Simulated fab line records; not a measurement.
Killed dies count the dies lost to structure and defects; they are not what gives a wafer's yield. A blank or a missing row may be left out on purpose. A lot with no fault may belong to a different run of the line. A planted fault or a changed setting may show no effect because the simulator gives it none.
One fault through the eyes of 2 desks + flow sky130 + each desk has only its own numbers; what lay behind them comes last

DESK OF THE TOOL OWNER: cvdW-01
The tool's own readings at SKY_VIA1_CVD_21 (deposits W, target thk 270 nm, time 80.902 s): means of the sampled wafers that have a number, for each lot that ran on this tool. A lot is out of limits, marked OUT, if its mean lies more than 4 standard deviations from the usual mean; the brackets give that distance.
Columns: A = heaterPowerOuterW at SKY_VIA1_CVD_21, usual 506 W; B = heaterPowerW at SKY_VIA1_CVD_21, usual 824 W
| lot  | first seen here | A   | B   |
|------|-----------------|-----|-----|
| L468 | day 34 21:23    | 503 | 820 |
| L472 | day 36 11:53    | 489 | 821 |
| L473 | day 36 17:34    | 501 | 815 |
| L475 | day 37 08:23    | 489 | 824 |
| L476 | day 37 18:13    | 487 | 805 |
| L477 | day 38 01:49    | 488 | 828 |
| L482 | day 39 10:11    | 492 | 804 |
| L483 | day 39 15:26    | 498 | 823 |
This desk found nothing out of limits on any of the 8 lots.

METROLOGY DESK
Means of the sampled wafers that have a number, per lot and without regard to the tool the lot ran on: this is what the gauges read. A lot is out of limits, marked OUT, if its mean lies more than 4 standard deviations from the usual mean; the brackets give that distance.
Columns: A = METAL1_OVL at SKY_METAL1_OVL_MEAS_16, usual 2 nm; B = VIA1_W_RS at SKY_VIA1_RS_MEAS_22, usual 0.432 ohm/sq; C = VIA1_W_THK at SKY_VIA1_THK_MEAS_23, usual 269 nm; D = METAL2_ALCU_THK at SKY_METAL2_THK_MEAS_06, usual 251.1 nm
| lot  | first seen here | A  | B     | C   | D     |
|------|-----------------|----|-------|-----|-------|
| L468 | day 33 17:11    | 1  | 0.430 | 271 | 250.5 |
| L469 | day 34 01:44    | -2 | 0.438 | 269 | 251.6 |
| L471 | day 34 23:02    | 7  | 0.427 | 270 | 250.0 |
| L472 | day 35 07:02    | -1 | 0.437 | 265 | 250.9 |
| L473 | day 35 13:26    | -1 | 0.426 | 272 | 254.8 |
| L475 | day 36 03:10    | 4  | 0.435 | 267 | 248.9 |
| L476 | day 36 13:26    | 4  | 0.436 | 269 | 248.8 |
| L477 | day 36 21:38    | 5  | 0.435 | 265 | 254.3 |
| L478 | day 36 22:10    | 5  | 0.431 | 268 | 252.9 |
| L482 | day 38 06:38    | 3  | 0.441 | 266 | 249.8 |
| L483 | day 38 12:14    | 2  | 0.432 | 268 | 250.6 |
This desk found nothing out of limits on any of the 11 lots.

BROUGHT TOGETHER
Nothing out of limits was seen by the tool owner's desk.
From the metrology desk's view, nothing was out of limits.

WHAT THE SIMULATOR PUT IN
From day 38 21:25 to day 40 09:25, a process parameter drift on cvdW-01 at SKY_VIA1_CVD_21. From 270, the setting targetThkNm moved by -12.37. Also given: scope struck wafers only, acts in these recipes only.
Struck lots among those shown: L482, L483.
